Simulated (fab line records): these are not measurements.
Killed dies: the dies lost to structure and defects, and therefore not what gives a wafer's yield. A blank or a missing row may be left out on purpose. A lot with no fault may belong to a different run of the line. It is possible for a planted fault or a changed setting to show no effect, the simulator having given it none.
Struck lot and sound lot, side by side	flow gf180mcu	24 out of 602 route steps
Sound: the wafers L764.2, L764.3, L764.4. The struck wafers were L748.4, L748.5, L748.6. At the end, the cause is stated.
For every step that has rows: the tool of each side, followed by ch and its chambers, followed by its first start. Under that, the readings that differ: sound wafers	struck wafers	difference of the means	sigmas: that difference in standard deviations of wafers without a fault.
alike: readings whose means differ by less than 2 such deviations, and words and numbers that are the same on both sides. not compared: withheld readings, readings that some wafer has no value for, bounds like >300 that may hide the same value, and numbers for which the record gives no deviation and whose values overlap.
Wherever a step has rows on one side only, a row that says differs or no value, or a row with sigmas, the two part there. Numbers that have no deviation but don't overlap get no sigmas and don't part them. Lack of a reading on every wafer of one side parts them only where that side has two or more wafers.

GF_V4_RS_MEAS_24: measures by four-point-probe.
  struck on film metro-03, day 26 11:39; sound on film metro-01, day 30 23:50
  alike: V4_W_RS
GF_V4_THK_MEAS_25: measures by xrf.
  struck on film metro-03, day 26 11:44; sound on film metro-01, day 30 23:57
reading	sound	struck	difference	sigmas
V4_W_THK (nm)	343 344 345	351 357 354	+10	+2
then, 2 steps without rows for these wafers: GF_V4_CMP_26 (polishes, stops on SiO2, t overpolish 15 s, target thk 0 nm); GF_MIM_SPUTTER_00 (material Ti, target thk 37.5 nm, time 150 s).
GF_MIM_SPUTTER_01: material TiN, target thk 30 nm, time 25 s.
  struck on pvd sputter-02, day 26 12:16; sound on pvd sputter-02, day 31 00:24
  alike: cathode dc power W, chamber pressure pa, throttle valve pct
GF_MIM_SPUTTER_02: material AlCu, target thk 450 nm, time 23.9 s.
  struck on pvd sputter-02, day 26 12:17; sound on pvd sputter-02, day 31 00:26
  alike: cathode dc power W, chamber pressure pa, throttle valve pct
GF_MIM_SPUTTER_03: material Ti, target thk 10 nm, time 6.7 s.
  struck on pvd sputter-02, day 26 12:19; sound on pvd sputter-02, day 31 00:28
  alike: cathode dc power W, chamber pressure pa, throttle valve pct
GF_MIM_SPUTTER_04: material TiN, target thk 50 nm, time 41.7 s.
  struck on pvd sputter-02, day 26 12:20; sound on pvd sputter-02, day 31 00:29
  alike: cathode dc power W, chamber pressure pa, throttle valve pct
then, 1 step without rows for these wafers: GF_MIM_CVD_05 (deposits Si3N4, target thk 42 nm, time 29.086 s).
GF_MIM_THK_MEAS_06:
  struck on film metro-03, day 26 12:26; sound on film metro-04, day 31 00:34
  alike: MIM_CVD_05_THK
then, 1 step without rows for these wafers: GF_MIM_SPUTTER_07 (material TiN, target thk 60 nm, time 50 s).
GF_MIM_SPUTTER_08: material AlCu, target thk 200 nm, time 10.6 s.
  struck on pvd sputter-01, day 26 12:31; sound on pvd sputter-03, day 31 00:40
  alike: cathode dc power W, chamber pressure pa, throttle valve pct
GF_MIM_SPUTTER_09: material TiN, target thk 35 nm, time 29.2 s.
  struck on pvd sputter-01, day 26 12:32; sound on pvd sputter-03, day 31 00:41
  no value came back on the struck wafers for cathode dc power W (W), chamber pressure pa (Pa), throttle valve pct (%); on the sound wafers cathode dc power W (W) reads 6499.2 6502.1 6498.0
GF_MIM_RS_MEAS_10: measures by four-point-probe.
  struck on film metro-04, day 26 12:38; sound on film metro-03, day 31 00:44
  alike: MIM_ALCU_RS
GF_MIM_THK_MEAS_11: measures by xrf.
  struck on film metro-04, day 26 12:43; sound on film metro-03, day 31 00:50
reading	sound	struck	difference	sigmas
MIM_ALCU_THK (nm)	203.0 201.3 200.5	212.6 212.8 212.7	+11.1	+6
then, 7 steps without rows for these wafers: GF_MIM_DEHYDRATE_12 (time 60 s); GF_MIM_HMDS_13 (prime time 60 s); GF_MIM_COAT_14 (resist thk 1000 nm); GF_MIM_SOFTBAKE_15 (time 60 s); GF_MIM_EXPOSE_16 (exposes mask FuseTop, target cd 2000 nm); GF_MIM_PEB_17; GF_MIM_DEVELOP_18 (develop time 60 s).
GF_MIM_METAL_ETCH_19: etches the open film in Cl2/BCl3, stops on Si3N4, target depth 324.5 nm, time 54.1 s.
  sound on rie metal-02 ch 0,1, day 31 18:24; struck on rie metal-02 ch 0,1, day 27 09:16
reading	sound	struck	difference	sigmas
oes product au (a.u.)	0.941 0.940 0.938	0.990 0.987 0.988	+0.049	+9
throttle valve pct (%)	28.268 28.276 28.298	28.213 28.234 28.237	-0.053	-5
  alike: drypump motor current A
  not compared: rf hours counter h
then, 1 step without rows for these wafers: GF_MIM_STRIP_20 (strips in O2/N2).

WHERE THEY PART
At GF_V4_THK_MEAS_25 first; at GF_MIM_METAL_ETCH_19 last (within this record only).

WHY: the cause the simulator had injected
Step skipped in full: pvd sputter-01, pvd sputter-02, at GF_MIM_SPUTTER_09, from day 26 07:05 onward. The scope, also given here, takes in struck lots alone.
